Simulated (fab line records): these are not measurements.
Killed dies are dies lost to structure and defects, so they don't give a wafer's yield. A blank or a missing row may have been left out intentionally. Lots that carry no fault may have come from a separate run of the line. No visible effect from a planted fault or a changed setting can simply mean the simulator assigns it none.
Split-lot trial | flow sky130 | on a route of 708 steps: 5 lots, 23 wafers read

## SPLIT DETAILS
At SKY_SD_P_SOFTBAKE_03 (time 60 s), the setting temp_c was moved away from the recipe's 90 C on 7 of the 23 wafers read, by -3.1% to -1.1%. This setting was run at the recipe's value on the other wafers.

## FROM THE SPLIT TO THE READING: what the file shows between them, 2 steps
- SKY_SD_P_EXPOSE_04: exposes mask PSDM, target cd 380 nm
- SKY_SD_P_PEB_05

## THE READING
NOVOLAK_of_SD_P_COAT_02.thk_nm (the simulator's own value, which no gauge read), in nm, at SKY_SD_P_DEVELOP_06 (develop time 57.32 s). No usual value for it is given in the file. The 16 wafers here that ran the recipe average 1137 nm, standard deviation 3.1 nm.

wafer  | tool, chamber at the split | temp_c as run, C | against the recipe | NOVOLAK_of_SD_P_COAT_02.thk_nm, nm | against lot-mates on the recipe
L076.1 | litho_track-01, 0          | 90               | recipe             | 1133                               | -
L076.2 | litho_track-01, 0          | 90               | recipe             | 1133                               | -
L076.3 | litho_track-01, 0          | 90               | recipe             | 1136                               | -
L076.5 | litho_track-01, 0          | 90               | recipe             | 1135                               | -
L076.6 | litho_track-01, 0          | 90               | recipe             | 1135                               | -
L077.2 | litho_track-04, 0          | 90               | recipe             | 1136                               | -
L077.3 | litho_track-04, 0          | 90               | recipe             | 1139                               | -
L077.4 | litho_track-04, 0          | 87.43            | -2.9%              | 1148                               | +10
L077.6 | litho_track-04, 0          | 87.43            | -2.9%              | 1148                               | +10
L077.5 | litho_track-04, 0          | 90               | recipe             | 1140                               | -
L079.2 | litho_track-04, 0          | 90               | recipe             | 1140                               | -
L079.3 | litho_track-04, 0          | 89.02            | -1.1%              | 1142                               | +1
L079.4 | litho_track-04, 0          | 89.02            | -1.1%              | 1146                               | +5
L079.5 | litho_track-04, 0          | 89.02            | -1.1%              | 1146                               | +5
L079.6 | litho_track-04, 0          | 90               | recipe             | 1142                               | -
L081.2 | litho_track-01, 0          | 90               | recipe             | 1140                               | -
L081.4 | litho_track-01, 0          | 90               | recipe             | 1142                               | -
L081.6 | litho_track-01, 0          | 90               | recipe             | 1142                               | -
L085.1 | litho_track-03, 0          | 90               | recipe             | 1135                               | -
L085.2 | litho_track-03, 0          | 90               | recipe             | 1137                               | -
L085.4 | litho_track-03, 0          | 90               | recipe             | 1134                               | -
L085.5 | litho_track-03, 0          | 87.24            | -3.1%              | 1146                               | +11
L085.6 | litho_track-03, 0          | 87.24            | -3.1%              | 1148                               | +13

THE FIT
A straight line over all 23 wafers: NOVOLAK_of_SD_P_COAT_02.thk_nm changes by -3.54 nm for each +1% of temp_c; r = -0.80; the points scatter about the line by 3.1 nm.
The same after taking each lot's own level away (the mean of its wafers on the recipe; 23 wafers): -3.6 nm for each +1%; r = -0.95; scatter 1.4 nm.
That fit puts the effect of the largest move of temp_c on the reading at 11 nm.
Across the lots, their own levels run from 1134.4 to 1141.3 nm, a range of 2.2 times the standard deviation given above.
So the lot-to-lot level blurs the effect unless lot-mates are compared.
Check: +11.1 nm against its lot-mates is what the line predicts for one of the wafers moved furthest among these (-3.1%) when that wafer is left out of the fit. It came out at +10.7 nm against them.

## THESE WAFERS: OTHER SPLITS
Before the reading, these wafers also passed through other splits. Each is held against what the fit with the lots' levels taken away leaves over:
other split on the same wafers  | wafers away from the commonest value | r with NOVOLAK_of_SD_P_COAT_02.thk_nm (lot level and that fit taken away)
SKY_POLY_GATE_EXPOSE_10 dose_mj | 10                                   | -0.06
SKY_POLY_GATE_ETCH_15 time_s    | 10                                   | +0.20
SKY_LDD_N_IMPLANT_09 energy_kev | 5                                    | -0.07
SKY_LDD_P_EXPOSE_04 dose_mj     | 8                                    | -0.26

## THE WHOLE CHAIN: every reading that the file lists as answering this split, in the file's order
step                | what it does         | reading                                                                         | change (the file's fit)              | r (the file's)
SKY_SD_P_DEVELOP_06 | develop time 57.32 s | NOVOLAK_of_SD_P_COAT_02.thk_nm (the simulator's own value, which no gauge read) | -3.63 nm for each +1% of the setting | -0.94
SKY_SD_P_STRIP_10   | strips in O2/N2      | strip_time_to_endpoint_s                                                        | withheld for each +1% of the setting | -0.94

## FILE'S OWN FIT
NOVOLAK_of_SD_P_COAT_02.thk_nm changes by -3.63 nm for each +1% of temp_c, r = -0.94.
